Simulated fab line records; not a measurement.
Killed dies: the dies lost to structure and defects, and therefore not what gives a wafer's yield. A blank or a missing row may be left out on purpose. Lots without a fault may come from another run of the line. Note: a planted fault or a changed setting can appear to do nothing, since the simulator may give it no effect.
Which tool was responsible?	flow gf180mcu	Sampling: 13 lots, 39 wafers, 5 of 602 route steps

== WHAT THE GAUGES SHOWED, per wafer ==
GF_V1_CD_MEAS_14 targets a cd of 260 nm. Usual: cd nm at 260.3 nm, with a standard deviation of 1.3.
lot	measured	on	cd nm (nm)	flag
L390	day 17 22:54	cd sem-02	258.8 257.7 257.3	
L391	day 18 13:42	cd sem-02	262.7 262.4 261.4	
L392	day 18 22:11	cd sem-02	261.0 262.3 261.2	
L393	day 19 07:13	cd sem-02	259.9 260.0 260.2	
L395	day 20 06:02	cd sem-01	260.2 260.6 259.7	
L397	day 21 00:59	cd sem-02	259.8 259.3 259.2	
L398	day 21 05:47	cd sem-02	259.4 260.1 261.8	
L399	day 21 21:20	cd sem-01	258.6 259.4 260.8	
L400	day 21 23:44	cd sem-02	257.5 258.1 258.1	
L408	day 24 20:16	cd sem-01	262.4 261.3 262.0	
L410	day 25 08:05	cd sem-01	259.7 259.0 259.5	
L409	day 25 09:06	cd sem-01	259.5 261.3 260.5	
L412	day 25 22:06	cd sem-02	259.5 261.0 261.3	

GF_V1_OVL_MEAS_15. Usual: V1_OVL typically reads -2 nm, with standard deviation 4.9.
lot	measured	on	V1_OVL (nm)	flag
L390	day 17 23:01	overlay-02	3 9 7	
L391	day 18 13:49	overlay-02	2 7 3	
L392	day 18 22:18	overlay-02	-10 3 -3	
L393	day 19 07:18	overlay-01	-3 -5 -6	
L395	day 20 06:08	overlay-02	-3 -7 -4	
L397	day 21 01:03	overlay-02	4 2 0	
L398	day 21 05:54	overlay-02	-3 -11 -13	
L399	day 21 21:27	overlay-02	-8 -5 -9	
L400	day 21 23:51	overlay-02	2 0 -2	
L408	day 24 20:25	overlay-02	4 -2 1	
L410	day 25 08:10	overlay-02	5 0 1	
L409	day 25 09:11	overlay-02	-4 -8 -5	
L412	day 25 22:13	overlay-02	1 -3 4	

GF_M2_CD_MEAS_14 targets a cd of 280 nm. Usual: cd nm at 279.4 nm, with a standard deviation of 1.2.
lot	measured	on	cd nm (nm)	flag
L390	day 19 01:07	cd sem-02	278.6 278.8 278.8	
L391	day 19 16:02	cd sem-02	279.5 280.4 280.2	
L392	day 20 00:07	cd sem-01	277.7 278.3 277.7	
L393	day 20 09:07	cd sem-01	281.5 279.7 280.5	
L395	day 21 07:06	cd sem-02	281.5 280.2 279.9	
L397	day 22 01:41	cd sem-02	279.9 280.2 280.1	
L398	day 22 07:07	cd sem-02	277.7 278.3 277.8	
L399	day 22 22:43	cd sem-02	277.6 279.1 278.5	
L400	day 23 00:19	cd sem-01	278.3 278.5 278.3	
L408	day 25 19:07	cd sem-02	262.2 273.6 266.6	OFF
L410	day 26 06:14	cd sem-01	279.6 278.0 280.5	
L409	day 26 07:43	cd sem-02	280.4 281.7 280.7	
L412	day 26 20:13	cd sem-02	280.3 280.1 280.5	

GF_V2_THK_MEAS_03. Usual: V2_CVD_02_THK typically reads 855 nm, with standard deviation 12.
lot	measured	on	V2_CVD_02_THK (nm)	flag
L390	day 19 02:10	film metro-03	831 843 855	
L391	day 19 17:02	film metro-01	845 847 869	
L392	day 20 01:07	film metro-02	854 849 866	
L393	day 20 10:05	film metro-02	854 853 858	
L395	day 21 08:14	film metro-03	841 851 857	
L397	day 22 02:44	film metro-02	854 855 858	
L398	day 22 08:07	film metro-03	848 840 857	
L399	day 22 23:43	film metro-01	848 854 862	
L400	day 23 01:19	film metro-03	862 869 878	
L408	day 25 20:07	film metro-02	839 838 857	
L410	day 26 07:16	film metro-01	862 857 851	
L409	day 26 08:44	film metro-02	864 875 853	
L412	day 26 21:14	film metro-02	852 869 874	

== EACH LOT AND THE TOOL THAT RAN IT (in order: tool; ch and the chambers of the sampled wafers; start) ==
lot	GF_M2_EXPOSE_11
L390	krf scanner-02 ch 0, day 18 13:00
L391	krf scanner-02 ch 0, day 19 03:52
L392	krf scanner-01 ch 0, day 19 12:14
L393	krf scanner-01 ch 0, day 19 21:39
L395	krf scanner-01 ch 0, day 20 20:27
L397	krf scanner-02 ch 0, day 21 14:25
L398	krf scanner-01 ch 0, day 21 19:53
L399	krf scanner-02 ch 0, day 22 10:29
L400	krf scanner-02 ch 0, day 22 13:01
L408	krf scanner-01 ch 0, day 25 08:37
L410	krf scanner-02 ch 0, day 25 20:34
L409	krf scanner-02 ch 0, day 25 22:20
L412	krf scanner-02 ch 0, day 26 09:53
- GF_M2_EXPOSE_11: exposes mask Metal2, target cd 280 nm.

== WHAT THE TOOLS THEMSELVES READ (means of the sampled wafers that have a number; where no wafer has one, the mark that the record gives instead) ==
GF_M2_EXPOSE_11. Usual: exposure dose mJ cm2 at 27.998, with a standard deviation of 0.028.
lot	tool	exposure dose mJ cm2	flag
L390	krf scanner-02	27.999	
L391	krf scanner-02	28.011	
L392	krf scanner-01	27.982	
L393	krf scanner-01	27.988	
L395	krf scanner-01	28.003	
L397	krf scanner-02	28.025	
L398	krf scanner-01	27.981	
L399	krf scanner-02	27.985	
L400	krf scanner-02	27.997	
L408	krf scanner-01	27.656	OFF
L410	krf scanner-02	27.994	
L409	krf scanner-02	28.046	
L412	krf scanner-02	28.037	

== THE ANSWER, worked out from the rows above alone ==
Rule: a lot is off if the mean of its wafers that have a number lies more than 3 standard deviations from the usual mean. Also off: a lot with no number at a reading for which 4 or more lots have one. The other lots that the step has rows for count as sound. First the gauges in route order, then the tools' own readings, where a lot's mean is used as printed above. The first step at which some lot is off is used, and at that step the reading that is off furthest; a lot without a number counts as furthest.
Off: L408 (GF_M2_CD_MEAS_14, cd nm).
If a tool, at a process step before that reading, ran all the lots that are off and no sound lot after the first of them, it fits. Not tried: the gauges at GF_M2_CD_MEAS_14; whatever is off there is also off at GF_M2_EXPOSE_11, on other tools, and gauge error can't account for it. One fits: GF_M2_EXPOSE_11 on krf scanner-01. Its last sound lot is L398 (day 21 19:53), its first lot that is off L408 (day 25 08:37): a fault that began between those two fits.
The tool's own readings at GF_M2_EXPOSE_11 bear it out: on the lots that are off they differ by more than 5 times the standard deviation of the sound lots' means. exposure dose mJ cm2 reads 27.656 there against 28.004 on the sound lots.

== WHAT THE SIMULATOR HAD PUT IN ==
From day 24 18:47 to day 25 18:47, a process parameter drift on krf scanner-01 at GF_M2_EXPOSE_11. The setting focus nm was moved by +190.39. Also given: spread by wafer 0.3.
Struck lots among those shown: L408. The same result came from the rule above.
